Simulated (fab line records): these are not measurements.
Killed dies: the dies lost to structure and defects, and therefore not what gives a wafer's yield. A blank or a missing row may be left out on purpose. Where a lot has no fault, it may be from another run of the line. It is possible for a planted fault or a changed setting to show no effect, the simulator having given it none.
A lot that was struck, set against a sound lot    flow gf180mcu    17 steps out of a route of 602
Sound: these wafers, L473.1, L473.3, L473.6. Struck: wafers L482.1, L482.4, L482.6. Last of all comes the cause.
Each step with rows lists, per side, the tool, then ch with its chambers, then its first start. Under that, the readings that differ: sound wafers    struck wafers    difference of the means    sigmas: that difference in standard deviations of wafers without a fault.
alike: same words and numbers on both sides, and readings whose means sit less than 2 such deviations apart. not compared: any withheld reading, any reading some wafer has no value for, any bound like >300 that may hide the same value, and any number with overlapping values for which the record gives no deviation.
The two part at a step that has a row with sigmas, a row that says differs or no value, or rows on one side only. Numbers that have no deviation but don't overlap get no sigmas and don't part them. Lack of a reading on every wafer of one side parts them only where that side has two or more wafers.

first, 3 steps without rows for these wafers: GF_NWELL_EXPOSE_04 (exposes mask Nwell, target cd 860 nm); GF_NWELL_PEB_05; GF_NWELL_DEVELOP_06 (develop time 60 s).
GF_NWELL_OVL_MEAS_07:
  struck on overlay-01, day 5 21:49; sound on overlay-02, day 3 17:48
  alike: NWELL_OVL
then, 2 steps without rows for these wafers: GF_NWELL_IMPLANT_08; GF_NWELL_IMPLANT_09.
GF_NWELL_STRIP_10: strips in O2/N2.
  sound on plasma_asher-04 ch 0,1, day 3 18:08; struck on plasma_asher-04 ch 0,1, day 5 22:09
  alike: drypump_motor_current_A, heater_power_w, n2_flow_sccm, oes_product_au, strip_time_to_endpoint_s
  not compared: rf_hours_counter_h
GF_NWELL_TW_MEAS_11:
  struck on film_metro-01, day 5 22:15; sound on film_metro-03, day 3 18:14
  alike: NWELL_TW
then, 4 steps without rows for these wafers: GF_LVPWELL_DEHYDRATE_00 (time 60 s); GF_LVPWELL_HMDS_01 (prime time 60 s); GF_LVPWELL_COAT_02 (resist thk 3000 nm); GF_LVPWELL_SOFTBAKE_03.
GF_LVPWELL_EXPOSE_04: exposes mask LVPWELL, target cd 600 nm.
  sound on iline_stepper-02 ch 0, day 4 00:55; struck on iline_stepper-01 ch 0, day 6 05:22
reading                          sound                    struck             difference  sigmas
model.LVPWELL.overlay_x_nm (nm)  -0.2738 -0.2738 -0.2738  228.1 228.1 228.1  +228.4      
  alike: mask, focus_offset_nm
then, 2 steps without rows for these wafers: GF_LVPWELL_PEB_05; GF_LVPWELL_DEVELOP_06 (develop time 60 s).
GF_LVPWELL_OVL_MEAS_07:
  struck on overlay-01, day 6 13:20; sound on overlay-01, day 4 07:43
reading           sound           struck             difference  sigmas
LVPWELL_OVL (nm)  -0.7 -2.4 -0.8  228.7 229.5 229.0  +230.4      +99 or more
  not compared: hold
next, for these wafers, 1 step has no rows: GF_PASSIVATION_PROBE_99.

WHERE THEY PART
Only at GF_LVPWELL_OVL_MEAS_07, as far as this record shows.

WHY: the cause the simulator had injected
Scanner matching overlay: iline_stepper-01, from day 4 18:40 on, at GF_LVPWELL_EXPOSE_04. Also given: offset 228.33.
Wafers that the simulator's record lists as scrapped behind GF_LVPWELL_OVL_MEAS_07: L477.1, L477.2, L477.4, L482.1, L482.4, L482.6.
